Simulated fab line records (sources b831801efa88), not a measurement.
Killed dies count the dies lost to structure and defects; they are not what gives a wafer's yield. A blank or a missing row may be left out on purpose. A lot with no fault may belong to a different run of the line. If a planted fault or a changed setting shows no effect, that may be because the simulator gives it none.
fab line records	flow sfq-line
record: lots: 14	wafers: 42	last-day: 96
route steps=325 shown M0@29
lots that met no fault: taken from a fault-free run of the same line
start-h: hours from the record's first day to the start of the lot's first wafer shown	wait-h: time in hours since the lot's previous step	" the same as in the row above	L1.1+2: a row that stands for several wafers	- no value, or no start was given	* or withheld: withheld	< > ~ a bound
route shown NAME@n: NAME is a module with steps in the file, n the number in the route of the first one	usual: mean and standard deviation over wafers with no fault	same: alike in all rows	chamber/n: place in a boat	sites: readings site by site	_std_site: the standard deviation of these	_edge_site: inner sites' mean taken away from outer sites' mean	radius-mm: for every site, how far away it sits from the centre of the wafer	mask NAME#n: copy n	behind: the most recent tool/chamber to have shaped the wafer	hold: why the lot went on hold/how many hours it stayed there/how the hold came to an end	device: the transistor (n, p or np) that didn't switch	end of line: the tests these same wafers got at the end of their route	where a step has no rows: the recipe by itself	killed: not the wafer's yield, but the dies lost to structure and defects at the first sort	map: a wafer's dies, x killed, . not, _ none there
set.NAME: setting as actually run; set.NAME@STEP: the setting as run at that earlier step	model.NAME: the simulator's own value behind a step, which no gauge read
route steps across a sampled set of lots; one table per step, one row per wafer
services: when a tool's chamber went out of use (start-h, in hours from the record's first day, below 0 if earlier), for how many hours, and the reason
== steps ==
step: SFQ_TRILAYER_M0_DEP_SPUTTER_019
recipe: material: Nb	base-pressure-pa: 1.33e-06	chamber-pressure-pa: 0.1333	substrate-temp-c: 20	resputter-cathode-voltage-v: 400	target-thk-nm: 200	power-w: 2000	time-s: 133.3
usual: cathode-dc-power-W: 2000.0/0.34	throttle-valve-pct: 29.8/1
same: time-s: 133.3
lot.wafer	tool	chamber	start-h	wait-h	cathode-dc-power-W	throttle-valve-pct
L930.1	pvd-sputter-03	-	179.85	0.0	2000.0	29.7
L930.5	"	-	"	"	2000.6	30.1
L930.6	"	-	"	"	2000.0	29.4
L931.2	pvd-sputter-06	-	187.05	0.0	2000.1	29.5
L931.3	"	-	"	"	1999.8	28.7
L931.4	"	-	"	"	2000.3	31.7
L932.1	pvd-sputter-05	-	193.05	0.0	1999.9	27.9
L932.2	"	-	"	"	1999.5	30.7
L932.5	"	-	"	"	1999.9	30.9
L933.1	pvd-sputter-03	-	196.65	0.0	1999.4	30.5
L933.3	"	-	"	"	1999.7	29.5
L933.4	"	-	"	"	2000.4	29.5
L935.3	pvd-sputter-05	-	215.18	0.0	2000.0	28.9
L935.4	"	-	"	"	2000.0	30.7
L935.6	"	-	"	"	2000.7	30.7
L941.1	pvd-sputter-06	-	251.74	0.0	2375.3	28.6
L941.4	"	-	"	"	2376.0	29.6
L941.6	"	-	"	"	2375.8	29.6
L943.4	pvd-sputter-06	-	263.14	0.0	2375.7	31.7
L943.5	"	-	"	"	2375.2	29.3
L943.6	"	-	"	"	2375.7	32.0
L944.1	pvd-sputter-03	-	270.34	0.0	2000.0	29.6
L944.4	"	-	"	"	2000.4	29.6
L944.5	"	-	"	"	1999.8	29.4
L946.1	pvd-sputter-05	-	288.94	0.0	2000.0	28.0
L946.2	"	-	"	"	2000.0	30.8
L946.6	"	-	"	"	2000.8	30.9
L947.1	pvd-sputter-05	-	301.17	0.0	1999.3	28.4
L947.2	"	-	"	"	2000.2	29.1
L947.6	"	-	"	"	1999.5	30.7
L948.1	pvd-sputter-03	-	310.77	0.0	1999.9	29.5
L948.3	"	-	"	"	1999.6	30.2
L948.6	"	-	"	"	2000.2	29.7
L950.2	pvd-sputter-05	-	324.37	0.0	2000.6	28.0
L950.4	"	-	"	"	2000.2	29.1
L950.6	"	-	"	"	2000.0	29.0
L951.4	pvd-sputter-05	-	329.37	0.0	2000.0	28.1
L951.5	"	-	"	"	2000.1	30.5
L951.6	"	-	"	"	1999.5	30.9
L952.2	pvd-sputter-06	-	336.10	0.0	1999.8	28.5
L952.5	"	-	"	"	1999.8	28.9
L952.6	"	-	"	"	1999.7	32.1
step: SFQ_M0_RS_MEAS_904
recipe: thk-meas-gauge: four-point-probe	reads: Nb_of_TRILAYER_M0_DEP_SPUTTER_019
usual: M0_NB_RS: 0.887/0.0088
lot.wafer	tool	chamber	start-h	wait-h	M0_NB_RS[ohm/sq]
L930.1	film-metro-01	-	179.94	0.0	0.876
L930.5	"	-	"	"	0.893
L930.6	"	-	"	"	0.876
L931.2	film-metro-04	-	187.16	0.1	0.872
L931.3	"	-	"	"	0.869
L931.4	"	-	"	"	0.881
L932.1	film-metro-01	-	193.14	0.0	0.883
L932.2	"	-	"	"	0.885
L932.5	"	-	"	"	0.886
L933.1	film-metro-04	-	196.74	0.0	0.870
L933.3	"	-	"	"	0.867
L933.4	"	-	"	"	0.876
L935.3	film-metro-01	-	215.31	0.1	0.891
L935.4	"	-	"	"	0.890
L935.6	"	-	"	"	0.891
L941.1	film-metro-02	-	251.83	0.0	0.749
L941.4	"	-	"	"	0.751
L941.6	"	-	"	"	0.752
L943.4	film-metro-02	-	263.29	0.1	0.748
L943.5	"	-	"	"	0.744
L943.6	"	-	"	"	0.753
L944.1	film-metro-04	-	270.43	0.0	0.873
L944.4	"	-	"	"	0.869
L944.5	"	-	"	"	0.875
L946.1	film-metro-02	-	289.03	0.0	0.896
L946.2	"	-	"	"	0.898
L946.6	"	-	"	"	0.899
L947.1	film-metro-01	-	301.26	0.0	0.902
L947.2	"	-	"	"	0.896
L947.6	"	-	"	"	0.896
L948.1	film-metro-01	-	310.86	0.0	0.889
L948.3	"	-	"	"	0.896
L948.6	"	-	"	"	0.887
L950.2	film-metro-04	-	324.48	0.1	0.897
L950.4	"	-	"	"	0.895
L950.6	"	-	"	"	0.898
L951.4	film-metro-02	-	329.52	0.1	0.885
L951.5	"	-	"	"	0.884
L951.6	"	-	"	"	0.892
L952.2	film-metro-02	-	336.21	0.1	0.897
L952.5	"	-	"	"	0.897
L952.6	"	-	"	"	0.892
step: SFQ_TRILAYER_M0_ETCH_METAL_ETCH_024
recipe: target: Nb	stop-on: SiO2	mask-material: PR	chemistry: Cl2/Ar	target-depth-nm: 240	icp-w: 600	bias-w: 80	pressure-mtorr: 10	time-s: 120
usual: drypump-motor-current-A: 5.9/0.34	oes-product-au: 0.896/0.007
same: time-s: 120
lot.wafer	tool	chamber	start-h	wait-h	drypump-motor-current-A	oes-product-au	rf-hours-counter-h
L930.1	rie-metal-02	0	273.71	0.0	5.5	0.900	165
L930.5	"	1	"	"	6.0	0.890	-
L930.6	"	0	"	"	5.5	0.908	-
L931.2	rie-metal-04	1	283.31	0.0	6.4	0.906	139
L931.3	"	0	"	"	5.7	0.908	-
L931.4	"	1	"	"	6.4	0.900	-
L932.1	rie-metal-03	0	292.91	0.0	6.3	0.904	140
L932.2	"	1	"	"	5.8	0.903	70
L932.5	"	0	"	"	6.4	0.901	-
L933.1	rie-metal-02	0	297.94	0.0	5.5	0.902	168
L933.3	"	0	"	"	5.4	0.907	-
L933.4	"	1	"	"	6.0	0.899	-
L935.3	rie-metal-02	0	325.59	0.1	5.5	0.895	-
L935.4	"	1	"	"	6.0	0.891	-
L935.6	"	1	"	"	6.0	0.895	-
L941.1	rie-metal-02	1	373.67	0.0	6.0	0.999	109
L941.4	"	1	"	"	6.0	0.986	-
L941.6	"	1	"	"	6.0	0.992	-
L943.4	rie-metal-03	1	387.04	0.1	5.8	0.992	-
L943.5	"	0	"	"	6.3	0.986	-
L943.6	"	1	"	"	5.8	0.992	-
L944.1	rie-metal-03	0	396.59	0.0	6.3	0.898	151
L944.4	"	0	"	"	6.3	0.905	-
L944.5	"	0	"	"	6.3	0.908	-
L946.1	rie-metal-03	0	416.99	0.0	6.3	0.888	153
L946.2	"	1	"	"	5.8	0.893	82
L946.6	"	0	"	"	6.3	0.887	-
L947.1	rie-metal-03	1	433.92	0.0	5.8	0.883	84
L947.2	"	0	"	"	6.3	0.898	155
L947.6	"	0	"	"	6.3	0.889	-
L948.1	rie-metal-04	0	448.38	0.1	5.7	0.901	33
L948.3	"	0	"	"	5.7	0.892	-
L948.6	"	0	"	"	5.7	0.896	-
L950.2	rie-metal-03	1	468.43	0.0	5.8	0.892	90
L950.4	"	1	"	"	5.8	0.892	-
L950.6	"	1	"	"	5.8	0.890	-
L951.4	rie-metal-04	0	473.27	0.1	5.7	0.901	-
L951.5	"	1	"	"	6.4	0.902	-
L951.6	"	0	"	"	5.7	0.892	-
L952.2	rie-metal-04	1	480.43	0.0	6.4	0.901	4
L952.5	"	1	"	"	6.4	0.889	-
L952.6	"	0	"	"	5.7	0.883	-
== services ==
tool	chamber	start-h	hours	kind
rie-metal-04	1	176.91	3.1	repair
rie-metal-04	-	183.32	76.1	repair
pvd-sputter-06	-	188.81	2.2	repair
rie-metal-02	-	261.70	2.8	pm
rie-metal-04	-	262.11	0.1	repair
pvd-sputter-06	2	267.68	-	consumable-replace:kit
pvd-sputter-06	2	267.68	18.0	scheduled-down
pvd-sputter-06	2	267.68	18.0	vent-cycle
rie-metal-02	0	274.83	7.9	repair
rie-metal-04	-	286.44	1.4	pm
rie-metal-03	1	330.77	1.0	repair
rie-metal-04	0	336.73	6.2	repair
rie-metal-03	1	338.88	2.1	repair
rie-metal-02	1	339.23	21.3	repair
pvd-sputter-05	-	394.59	1.0	repair
rie-metal-04	0	403.94	4.1	repair
pvd-sputter-06	-	429.79	3.8	repair
rie-metal-02	0	443.30	3.7	repair
rie-metal-03	0	449.34	-	clean
rie-metal-03	0	449.34	15.9	scheduled-down
rie-metal-03	0	449.34	15.9	vent-cycle
pvd-sputter-05	-	455.33	2.0	repair
rie-metal-02	-	473.65	1.1	repair
pvd-sputter-05	-	478.65	7.6	repair
== key ==
first-sign: step: SFQ_TRILAYER_M0_DEP_SPUTTER_019	reading: cathode-dc-power-W	direction: up	sigmas: 99+	usual: 2000.0	struck: 2375.6
effect: step: SFQ_M0_RS_MEAS_904	reading: M0_NB_RS	direction: down	sigmas: 16	usual: 0.887	struck: 0.750
effect: step: SFQ_TRILAYER_M0_ETCH_METAL_ETCH_024	reading: oes-product-au	direction: up	sigmas: 14	usual: 0.896	struck: 0.991
met-at SFQ_TRILAYER_M0_DEP_SPUTTER_019
struck-lots L941,L943
onset-between 187.05 251.74
fault: kind: process-parameter-drift	tool: pvd-sputter-06	chamber: -	onset-h: 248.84	steps: SFQ_TRILAYER_M0_DEP_SPUTTER_019	channel: power-w	offset: 375.5	shape: step	end-h: 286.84	acts-in: these-recipes-only	stated: 2000
